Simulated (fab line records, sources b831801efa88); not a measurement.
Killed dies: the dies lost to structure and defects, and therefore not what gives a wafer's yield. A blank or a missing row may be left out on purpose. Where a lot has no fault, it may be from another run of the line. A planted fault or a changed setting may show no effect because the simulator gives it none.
A struck lot beside a sound one + flow sky130 + 28 steps out of a route of 708
Sound: wafers L294.4, L294.5, L294.6. Struck: wafer L299.2 (L299.1, L299.3, from the same lot, were not struck and are left out); the cause is given at the end.
Each step with rows lists, per side, the tool, then ch with its chambers, then its first start. Under that, the readings that differ: sound wafers + struck wafers + difference of the means + sigmas: that difference in standard deviations of wafers without a fault.
alike: words and numbers the same on both sides, and readings whose means are apart by under 2 such deviations; not compared: readings that were withheld, readings missing a value for some wafer, numbers with overlapping values and no deviation given by the record, and bounds like >300 which may hide the same value.
Wherever a step has rows on one side only, a row that says differs or no value, or a row with sigmas, the two part there. When numbers do not overlap yet have no deviation, they are printed without sigmas and do not part them. A reading missing from all wafers of one side parts the sides only when that side holds two or more wafers.

first, 1 step without rows for these wafers: SKY_VIA3_SPUTTER_20 (material TiN, target thk 20 nm, time 80 s).
SKY_VIA3_CVD_21: deposits W, target thk 390 nm, time 117.31 s.
  sound on cvdW-02 ch 0,1, day 41 09:02; struck on cvdW-02 ch 1, day 42 19:33
  alike: heaterPowerW
SKY_VIA3_RS_MEAS_22: the measuring method here is four-point-probe.
  sound on filmMetro-04 at day 41 09:11; struck on filmMetro-03 at day 42 19:41
  alike: VIA3_W_RS
SKY_VIA3_THK_MEAS_23: measures by xrf.
  sound on filmMetro-04 at day 41 09:16; struck on filmMetro-03 at day 42 19:48
| reading         | sound       | struck | difference | sigmas |
|-----------------|-------------|--------|------------|--------|
| VIA3_W_THK (nm) | 391 390 397 | 402    | +9         | +2     |
SKY_VIA3_CMP_24: polishes, stops on SiO2, t overpolish 20 s, target thk 0 nm.
  sound on cmp-01 ch 0,3, day 41 09:18; struck on cmp-01 ch 2, day 42 19:52
| reading           | sound          | struck | difference | sigmas |
|-------------------|----------------|--------|------------|--------|
| motorCurrentA (A) | 10.4 10.9 10.2 | 12.5   | +2.0       | +2     |
  alike: overpolishRunS, timeToEndpointS
then, 1 step without rows for these wafers: SKY_METAL4_SPUTTER_00 (material Ti, target thk 15 nm, time 10 s).
SKY_METAL4_SPUTTER_01: material TiN, target thk 20 nm, time 16.7 s.
  sound on pvdSputter-02 at day 41 09:37; struck on pvdSputter-03 at day 42 20:11
  alike: cathodeDcPowerW, throttleValvePct
SKY_METAL4_SPUTTER_02: material AlCu, target thk 735 nm, time 39.1 s.
  sound on pvdSputter-02 at day 41 09:38; struck on pvdSputter-03 at day 42 20:13
  alike: cathodeDcPowerW, throttleValvePct
then, 1 step without rows for these wafers: SKY_METAL4_SPUTTER_03 (material Ti, target thk 5 nm, time 3.3 s).
SKY_METAL4_SPUTTER_04: material TiN, target thk 70 nm, time 58.3 s.
  sound on pvdSputter-02 at day 41 09:42; struck on pvdSputter-03 at day 42 20:16
  alike: cathodeDcPowerW, throttleValvePct
then, 1 step without rows for these wafers: SKY_CAP2M_CVD_00 (deposits SiO2, target thk 15.5 nm).
SKY_CAP2M_THK_MEAS_01:
  sound on filmMetro-01 at day 41 09:48; struck on filmMetro-02 at day 42 20:20
  alike: CAP2M_CVD_00_THK
SKY_CAP2M_SPUTTER_02: material TiN, target thk 200 nm, time 166.7 s.
  sound on pvdSputter-01 at day 41 09:50; struck on pvdSputter-02 at day 42 20:23
| reading                                  | sound                | struck | difference | sigmas      |
|------------------------------------------|----------------------|--------|------------|-------------|
| cathodeDcPowerW (W)                      | 6501.1 6500.9 6498.6 | 7449.6 | +949.4     | +99 or more |
| model.TiN_of_CAP2M_SPUTTER_02.thkNm (nm) | 200.6 199.7 200.9    | 226.5  | +26.1      |             |
  alike: throttleValvePct
SKY_CAP2M_RS_MEAS_03: the measuring method here is four-point-probe.
  sound on filmMetro-04 at day 41 10:00; struck on filmMetro-01 at day 42 20:30
| reading               | sound          | struck | difference | sigmas |
|-----------------------|----------------|--------|------------|--------|
| CAP2M_TIN_RS (ohm/sq) | 6.90 6.92 6.88 | 6.10   | -0.80      | -11    |
SKY_CAP2M_THK_MEAS_04: measures by xrf.
  sound on filmMetro-04 at day 41 10:05; struck on filmMetro-01 at day 42 20:37
| reading            | sound             | struck | difference | sigmas |
|--------------------|-------------------|--------|------------|--------|
| CAP2M_TIN_THK (nm) | 200.6 201.5 202.5 | 228.4  | +26.9      | +11    |
then, 7 steps without rows for these wafers: SKY_CAP2M_DEHYDRATE_05 (time 60 s); SKY_CAP2M_HMDS_06 (prime time 60 s); SKY_CAP2M_COAT_07 (resist thk 1140 nm); SKY_CAP2M_SOFTBAKE_08 (time 60 s); SKY_CAP2M_EXPOSE_09 (exposes mask CAP2M, target cd 1000 nm); SKY_CAP2M_PEB_10; SKY_CAP2M_DEVELOP_11 (develop time 60 s).
SKY_CAP2M_OVL_MEAS_12:
  sound on overlay-01 at day 42 09:13; struck on overlay-02 at day 43 19:56
  alike: CAP2M_OVL
SKY_CAP2M_METAL_ETCH_13: etches TiN in Cl2/BCl3, stops on SiO2, target depth 220 nm, time 62.9 s.
  sound on rieMetal-04 ch 0,1, day 42 09:15; struck on rieMetal-04 ch 0, day 43 19:58
| reading                  | sound                | struck | difference | sigmas |
|--------------------------|----------------------|--------|------------|--------|
| drypumpMotorCurrentA (A) | 5.1 6.4 5.1          | 6.5    | +1.0       | +2     |
| oesProductAu (a.u.)      | 0.948 0.944 0.943    | 0.993  | +0.048     | +7     |
| throttleValvePct (%)     | 21.897 21.897 21.900 | 21.860 | -0.038     | -4     |
  alike: bcl3FlowSccm
  not compared: rfHoursCounterH
then, 1 step without rows for these wafers: SKY_CAP2M_STRIP_14 (strips in O2/N2).
SKY_CAP2M_STRIP_15: strips in post etch residue remover, time 1200 s.
  sound on wetBench-02 ch 1, day 42 09:25; struck on wetBench-03 ch 1, day 43 20:14
| reading                                  | sound             | struck | difference | sigmas |
|------------------------------------------|-------------------|--------|------------|--------|
| model.TiN_of_CAP2M_SPUTTER_02.thkNm (nm) | 200.2 199.2 200.5 | 226    | +26        |        |
then, 1 step without rows for these wafers: SKY_CAP2M_CLEAN_16 (cleans in IPA, time 180 s).
-- the record jumps here: 5 days lie between the struck wafers' starts before and after (it left off in module CAP2M and takes up again in module PAD_OPEN, whose first step shown is number 708 of the route) --
SKY_PAD_OPEN_PROBE_99:
  sound on prober-02 at day 47 02:43; struck on prober-02 at day 48 08:22
| reading                | sound          | struck | difference | sigmas      |
|------------------------|----------------|--------|------------|-------------|
| defectLimitedYield (%) | 79.7 84.6 81.1 | 16.9   | -64.9      | -36         |
| killedAtOther          | 0 0 0          | 325    | +325       | +99 or more |
| killedDies             | 100 76 93      | 409    | +319       | +36         |
| killedOnRim            | 17 19 27       | 96     | +75        | +20         |
  alike: killed_at_M0_to_M3, killed_at_M4_up, killedAtContacts, killedAtFrontEnd, killedOpen, killedShort

== WHERE THEY PART ==
Earliest at SKY_VIA3_THK_MEAS_23; latest, in this record, at SKY_PAD_OPEN_PROBE_99.

WHY: whatever the simulator had introduced
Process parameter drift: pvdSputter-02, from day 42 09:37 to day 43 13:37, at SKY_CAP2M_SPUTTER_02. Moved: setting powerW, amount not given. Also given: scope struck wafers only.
